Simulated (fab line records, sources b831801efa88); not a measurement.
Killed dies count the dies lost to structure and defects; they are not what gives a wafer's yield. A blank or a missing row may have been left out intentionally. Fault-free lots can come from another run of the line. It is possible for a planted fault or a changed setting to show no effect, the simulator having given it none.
Problem report in the 8D (eight disciplines) form, filled by code    flow gf180mcu    the parts of the form that need people (team, actions taken, sign-off) are left out

1. WHAT WENT WRONG
Wafers without a fault read 60.00 rpm, standard deviation 0.038; platen_rpm at GF_V2_CMP_26 reads a mean of 65.98 rpm on 6 wafers belonging to 2 lots. So: +99 or more standard deviations from the usual mean.
The step: polishes, stops on SiO2, t overpolish 15 s, target thk 0 nm.
The first sign was on wafer L561.1 at day 23 17:26, on cmp-01. The record has a number at this step for 39 wafers belonging to 13 lots. By rule, "out" or "out of limits" means more than 4 standard deviations away from the usual mean. Any other wafer with a number is counted as sound.

2. WHAT THIS IS AND IS NOT
question                     is                      is not
which readings at this step  platen_rpm              motor_current_A, overpolish_run_s
which lots                   L561, L563              L552, L553, L554, L555, L556, L558, L571, L572, L573, L574, L575
which wafers of those lots   all that have a number  -
read on which tools          cmp-01                  cmp-02
when                         from day 23 17:26       up to then (18 sound wafers); but 15 sound wafers of L571, L572, L573, L574, L575 came after

3. THE SUSPECTS, EACH WITH WHAT RULES IT OUT
Counting: a tool stays on the suspect list if, at a process step up to the reading, it processed all lots that are out and no sound lot following the first of them.
- pvd_sputter-03 at GF_M2_SPUTTER_00 (material Ti, target thk 37.5 nm, time 150 s): ruled out as a lasting fault. Following L561 (day 21 16:01), the first lot on it that is out, the sound lots L571 were run on it.
- cmp-01 at GF_V2_CMP_26 (polishes, stops on SiO2, t overpolish 15 s, target thk 0 nm): ruled out as a lasting fault. Following L561 (day 23 17:26), the first lot on it that is out, the sound lots L572, L573, L574, L575 were run on it.
Left after counting: nothing in the record.

4. THE CAUSE (what the simulator had put in)
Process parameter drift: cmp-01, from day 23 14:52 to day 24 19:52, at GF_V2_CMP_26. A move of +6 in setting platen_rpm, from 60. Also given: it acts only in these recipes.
Counting ruled it out, wrongly.

5. SEQUENCE OF EFFECTS, ordered by route
Each row: a reading where the mean over the struck wafers with a number is more than 3 standard deviations away from the usual. Only readings for which the record gives a usual standard deviation are gone through. hours: the time from each lot's start at the first step in this table that gives one to its start at this step, as a median over the lots. sigmas: the change in usual standard deviations.
hours  step          reading     usual      on struck wafers  change  sigmas
0      GF_V2_CMP_26  platen_rpm  60.00 rpm  65.98             +5.98   +99 or more
Here are the process steps it includes:
- GF_V2_CMP_26: polishes, stops on SiO2, t overpolish 15 s, target thk 0 nm.
Later steps that measure or inspect, where all struck wafers having a row at the step show a number for every such reading and not one has moved that far: GF_M3_RS_MEAS_05.

6. WHAT WOULD HAVE CAUGHT IT SOONER
In this record no reading fell out of limits until day 23 17:26, 3 hours after the fault had begun at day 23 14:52.
